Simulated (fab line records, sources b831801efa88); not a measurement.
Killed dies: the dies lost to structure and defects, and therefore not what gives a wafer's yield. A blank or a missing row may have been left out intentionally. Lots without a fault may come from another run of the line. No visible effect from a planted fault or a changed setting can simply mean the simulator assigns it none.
Matching of chambers | flow sky130 | 4 sister chambers for SKY_VIA3_CMP_24 on cmp-01
The step polishes, stops on SiO2, t overpolish 20 s, target thk 0 nm. 4 wafers are shown with their chamber, then 8 later ones without.

WAFERS WITH THEIR CHAMBER
wafer  | chamber | motor-current-A (A)
L089.3 | 3       | 11.5
L091.2 | 0       | 9.5
L091.3 | 2       | 10.7
L092.4 | 1       | 10.0

WAFERS WITH NO CHAMBER GIVEN
wafer  | motor-current-A (A)
L092.5 | 11.4
L092.6 | 10.9
L094.3 | 11.5
L094.5 | 11.0
L094.6 | 10.9
L097.2 | 12.2
L097.5 | 10.2
L097.6 | 11.3

THE CHAMBER EACH PASSED THROUGH
wafer  | from the rows above          | in truth
L092.5 | can't be placed: 3 or 2      | 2
L092.6 | can't be placed: 2 or 3      | 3
L094.3 | 3                            | 3
L094.5 | can't be placed: 2 or 3      | 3
L094.6 | can't be placed: 2 or 3      | 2
L097.2 | 3                            | 3
L097.5 | can't be placed: 1 or 2 or 0 | 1
L097.6 | can't be placed: 3 or 2      | 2
Placed correctly: 2 of 8. From these rows, 6 cannot be placed; in 6 the true chamber is one of the candidates. Placed wrongly: 0.
How it was worked out, from the rows above alone: a wafer's distance from a chamber is the root of the sum, over the readings, of the square of ((its reading less the chamber's mean) divided by the reading's scatter). If the next closest chamber is less than 2 further off than the closest, the wafer can't be placed; otherwise it belongs to the closest. The mean given for a chamber averages the wafers shown for that chamber. The scatter: with one shown wafer a chamber, the root of the mean of the squares of how far each hidden wafer lies from its nearest shown one.
